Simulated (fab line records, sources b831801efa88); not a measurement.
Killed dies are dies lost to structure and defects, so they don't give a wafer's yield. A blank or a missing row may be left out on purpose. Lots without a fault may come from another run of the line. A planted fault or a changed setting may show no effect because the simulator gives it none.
Tool commonality check | flow sky130 | 13 lots, 39 wafers sampled

WHY IT WAS OPENED
At SKY_LDD_P_TW_MEAS_11 the reading LDD_P_TW is flagged on 2 of 13 lots. Wafers without a fault read 637, standard deviation 3.9.
Rule: a lot is flagged when every wafer of it that has a number lies more than 4 standard deviations from that mean, or none has a number. The other lots count as sound.

lot  | measured     | on            | LDD_P_TW, wafer by wafer | flag
L716 | day 20 09:32 | film_metro-02 | 636 636 639              |
L717 | day 20 18:59 | film_metro-01 | 637 636 637              |
L719 | day 21 14:58 | film_metro-02 | 635 637 634              |
L720 | day 21 21:35 | film_metro-03 | 592 592 592              | FLAGGED
L722 | day 22 12:01 | film_metro-01 | 604 600 607              | FLAGGED
L728 | day 24 15:47 | film_metro-03 | 644 644 641              |
L729 | day 24 17:48 | film_metro-02 | 637 635 636              |
L730 | day 25 08:36 | film_metro-03 | 643 640 643              |
L731 | day 25 15:32 | film_metro-03 | 643 639 642              |
L732 | day 26 02:11 | film_metro-02 | 635 636 638              |
L733 | day 26 08:23 | film_metro-01 | 644 643 644              |
L734 | day 26 15:09 | film_metro-02 | 634 635 635              |
L735 | day 27 02:05 | film_metro-02 | 633 633 640              |
The numbers of the flagged lots are 598 on average: -39 against the usual, or -10 standard deviations.

WHICH TOOL RAN EACH LOT
The record holds 1 process step before the reading, out of a route of 708 steps. In each cell: the tool, then ch and the chambers that the sampled wafers went through, then the start.
lot  | flag    | SKY_LDD_P_IMPLANT_09
L716 |         | implanter-04 ch 0, day 20 09:18
L717 |         | implanter-03 ch 0, day 20 18:44
L719 |         | implanter-04 ch 0, day 21 14:44
L720 | FLAGGED | implanter-01 ch 0, day 21 21:20
L722 | FLAGGED | implanter-01 ch 0, day 22 11:48
L728 |         | implanter-01 ch 0, day 24 15:32
L729 |         | implanter-04 ch 0, day 24 17:34
L730 |         | implanter-01 ch 0, day 25 08:23
L731 |         | implanter-01 ch 0, day 25 15:19
L732 |         | implanter-04 ch 0, day 26 01:57
L733 |         | implanter-04 ch 0, day 26 08:08
L734 |         | implanter-01 ch 0, day 26 14:56
L735 |         | implanter-03 ch 0, day 27 01:52
What these steps do:
- SKY_LDD_P_IMPLANT_09
- SKY_LDD_P_TW_MEAS_11

FLAGGED OVER TOTAL, TOOL BY TOOL (the gauges that took the reading come last)
step                 | tool          | lots run | flagged | share of the flagged lots | sound lots run after its first flagged lot
SKY_LDD_P_IMPLANT_09 | implanter-01  | 6        | 2       | all                       | 4 (L728,L730,L731,L734)
SKY_LDD_P_IMPLANT_09 | implanter-03  | 2        | 0       | none                      | -
SKY_LDD_P_IMPLANT_09 | implanter-04  | 5        | 0       | none                      | -
SKY_LDD_P_TW_MEAS_11 | film_metro-01 | 3        | 1       | some                      | 1 (L733)
SKY_LDD_P_TW_MEAS_11 | film_metro-02 | 6        | 0       | none                      | -
SKY_LDD_P_TW_MEAS_11 | film_metro-03 | 4        | 1       | some                      | 3 (L728,L730,L731)

WHAT THE TABLE ALLOWS
1 row of the table ran every flagged lot: implanter-01 at SKY_LDD_P_IMPLANT_09.
- implanter-01 at SKY_LDD_P_IMPLANT_09: 2 of its 6 lots flagged. Sound lots ran on it after the first flagged one (L728, L730, L731, L734), which a lasting fault on the whole tool wouldn't allow.
No row of the table ran every flagged lot and no sound lot after the first.

WHAT THE SIMULATOR HAD PUT IN
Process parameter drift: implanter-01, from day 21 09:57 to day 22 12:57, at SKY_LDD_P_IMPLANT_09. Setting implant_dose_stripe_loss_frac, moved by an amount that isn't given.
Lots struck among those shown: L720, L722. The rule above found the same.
